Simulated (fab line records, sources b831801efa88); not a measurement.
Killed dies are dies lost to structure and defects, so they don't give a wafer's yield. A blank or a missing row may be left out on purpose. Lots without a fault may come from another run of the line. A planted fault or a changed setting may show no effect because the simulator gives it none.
Chamber matching | flow sky130 | SKY_LI_CONTACT_HDPCVD_00 on hdpcvd-02: 3 sister chambers
The step deposits PSG, target thk 930 nm, time 155 s. 14 wafers are shown with their chamber, then 7 later ones without.

WAFERS WITH THEIR CHAMBER
wafer  | chamber | run_length_s (s) | susceptor_temp_C (C)
L227.3 | 1       | 182.3            | 600.30
L227.4 | 2       | 183.0            | 599.63
L227.5 | 1       | 182.3            | 599.90
L230.4 | 1       | 182.3            | 599.49
L230.5 | 2       | 182.9            | 599.77
L230.6 | 0       | 181.5            | 599.82
L233.1 | 1       | 182.2            | 600.06
L233.2 | 0       | 181.5            | 600.02
L233.6 | 2       | 182.9            | 599.94
L234.1 | 0       | 182.2            | 600.10
L234.4 | 1       | 182.0            | 600.31
L234.6 | 0       | 181.5            | 600.35
L242.1 | 0       | 181.7            | 599.83
L242.4 | 0       | 181.5            | 600.28

SIGNATURES (means of the wafers above)
reading          | chamber 0 | chamber 1 | chamber 2 | scatter within a chamber
run_length_s     | 181.650   | 182.220   | 182.933   | 0.207
susceptor_temp_C | 600.0667  | 600.0120  | 599.7800  | 0.262
Rule: a wafer's distance from a chamber is the root of the sum, over the readings, of the square of ((its reading less the chamber's mean) divided by the reading's scatter). The wafer belongs to the nearest chamber; if the next one is less than 2 further off, it can't be placed. The scatter: the root of (the sum of the squares of (reading less its chamber's mean) over the shown wafers, divided by (wafers less chambers)).

WAFERS WITHOUT THEIR CHAMBER
wafer  | run_length_s (s) | susceptor_temp_C (C)
L242.5 | 182.6            | 600.06
L246.2 | 182.0            | 599.70
L246.4 | 181.9            | 600.27
L246.6 | 182.7            | 598.98
L249.4 | 182.5            | 599.46
L249.5 | 182.7            | 599.84
L249.6 | 181.5            | 600.47

WHICH CHAMBER EACH WENT THROUGH
wafer  | from the rows above     | in truth
L242.5 | can't be placed: 1 or 2 | 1
L246.2 | can't be placed: 1 or 0 | 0
L246.4 | can't be placed: 0 or 1 | 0
L246.6 | can't be placed: 2 or 1 | 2
L249.4 | can't be placed: 2 or 1 | 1
L249.5 | can't be placed: 2 or 1 | 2
L249.6 | 0                       | 0
Placed correctly: 1 of 7. Can't be placed from these rows: 6 (the true chamber is among the candidates in 6). Placed wrongly: 0.
